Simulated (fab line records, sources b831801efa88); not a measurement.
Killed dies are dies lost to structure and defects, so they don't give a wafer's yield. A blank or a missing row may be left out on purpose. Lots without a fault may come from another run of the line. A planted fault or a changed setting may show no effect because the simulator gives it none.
Chamber matching | flow sky130 | SKY_VIA1_ETCH_15 on rie_diel-01: 4 sister chambers
The step etches SiO2 in C4F8/O2/Ar, stops on TiN, target depth 351 nm, time 54 s. 14 wafers are shown with their chamber, then 7 later ones without.

WAFERS WITH THEIR CHAMBER
wafer  | chamber | oes_product_au (a.u.) | chamber_pressure_mTorr (mTorr)
L082.1 | 2       | 0.985                 | 40.02
L082.3 | 1       | 0.977                 | 40.01
L082.6 | 3       | 0.985                 | 40.04
L084.3 | 0       | 0.978                 | 40.09
L084.4 | 1       | 0.987                 | 39.97
L084.6 | 3       | 0.985                 | 39.99
L087.1 | 3       | 0.981                 | 39.95
L087.3 | 0       | 0.986                 | 40.01
L087.4 | 2       | 0.964                 | 39.97
L088.3 | 1       | 0.982                 | 40.00
L088.4 | 2       | 0.980                 | 39.98
L088.6 | 0       | 0.984                 | 40.02
L091.2 | 1       | 0.981                 | 40.05
L091.4 | 0       | 0.990                 | 40.04

SIGNATURES (means of the wafers above)
reading                | chamber 0 | chamber 1 | chamber 2 | chamber 3 | scatter within a chamber
oes_product_au         | 0.98450   | 0.98175   | 0.97633   | 0.98367   | 0.00614
chamber_pressure_mTorr | 40.0400   | 40.0075   | 39.9900   | 39.9933   | 0.0354
Rule: a wafer's distance from a chamber is the root of the sum, over the readings, of the square of ((its reading less the chamber's mean) divided by the reading's scatter). The wafer belongs to the nearest chamber; if the next one is less than 2 further off, it can't be placed. The scatter: the root of (the sum of the squares of (reading less its chamber's mean) over the shown wafers, divided by (wafers less chambers)).

WAFERS WITHOUT THEIR CHAMBER
wafer  | oes_product_au (a.u.) | chamber_pressure_mTorr (mTorr)
L091.6 | 0.986                 | 39.98
L095.1 | 0.981                 | 40.02
L095.2 | 0.981                 | 39.92
L095.4 | 0.988                 | 40.00
L097.1 | 0.991                 | 40.02
L097.4 | 0.986                 | 39.99
L097.5 | 0.985                 | 40.00

WHICH CHAMBER EACH WENT THROUGH
wafer  | from the rows above               | in truth
L091.6 | can't be placed: 3 or 1 or 2 or 0 | 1
L095.1 | can't be placed: 1 or 0 or 3 or 2 | 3
L095.2 | can't be placed: 3 or 2 or 1 or 0 | 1
L095.4 | can't be placed: 3 or 1 or 0 or 2 | 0
L097.1 | can't be placed: 0 or 3 or 1 or 2 | 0
L097.4 | can't be placed: 3 or 1 or 0 or 2 | 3
L097.5 | can't be placed: 3 or 1 or 0 or 2 | 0
Placed correctly: 0 of 7. Can't be placed from these rows: 7 (the true chamber is among the candidates in 7). Placed wrongly: 0.
